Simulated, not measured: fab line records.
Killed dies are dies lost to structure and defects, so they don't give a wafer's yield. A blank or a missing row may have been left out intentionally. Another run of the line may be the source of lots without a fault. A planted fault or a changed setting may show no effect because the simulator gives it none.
The same fault as seen by 2 desks ; flow sky130 ; each desk has only its own numbers; what lay behind them comes last

METROLOGY DESK
What the gauges read, lot by lot, whatever tool the lot ran on: means of the sampled wafers that have a number. The brackets show how far a lot's mean lies from the usual mean; more than 4 standard deviations puts the lot out of limits, marked OUT.
Columns: A = VIA2_BOW at SKY_VIA2_BOW_MEAS_03, usual 87 um; B = cdNm at SKY_VIA2_CD_MEAS_12, usual 200.4 nm; C = VIA2_OVL at SKY_VIA2_OVL_MEAS_13, usual 3 nm
lot;first seen here;A;B;C
L750;day 36 07:37;79;202.2;0
L753;day 38 05:01;95;201.5;2
L757;day 39 01:15;90;200.8;17
L762;day 40 05:41;93;199.1;-2
L764;day 40 22:22;82;199.4;2
L768;day 41 16:23;80;200.4;4
This desk found nothing out of limits on any of the 6 lots.

TOOL OWNER'S DESK, rieDiel-02
The tool's own readings at SKY_VIA2_ETCH_15 (etches SiO2 in C4F8/O2/Ar, stops on TiN, target depth 546 nm, time 84 s): means of the sampled wafers that have a number, for each lot that ran on this tool. The brackets show how far a lot's mean lies from the usual mean; more than 4 standard deviations puts the lot out of limits, marked OUT.
Columns: A = oesProductAu at SKY_VIA2_ETCH_15, usual 0.939 a.u.; B = runLengthS at SKY_VIA2_ETCH_15, usual 112.6 s
lot;first seen here;A;B
L757;day 40 02:00;0.937;112.7
L762;day 41 06:14;0.923;114.9 (+6.5) OUT
L764;day 41 21:55;0.921 (-4.1) OUT;115.7 (+8.6) OUT
This desk's finding: out of limits on L762, L764; first on L762, day 41 06:14 (runLengthS at SKY_VIA2_ETCH_15). L757: within limits.

BROUGHT TOGETHER
The tool owner's desk had the chance to raise an alarm at day 41 06:14 on L762, L764.
The metrology desk saw nothing out of limits.
The metrology desk has L762, L764 on record, within its limits.
All the named lots went through SKY_VIA2_ETCH_15 on rieDiel-02.

WHAT HAD BEEN PUT IN BY THE SIMULATOR
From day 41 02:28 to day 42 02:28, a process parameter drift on rieDiel-02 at SKY_VIA2_ETCH_15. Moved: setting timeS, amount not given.
Shown lots that were struck: L762, L764.
How many hours passed from the start of the fault until each desk's first out-of-limits reading: the tool owner's desk, 4.
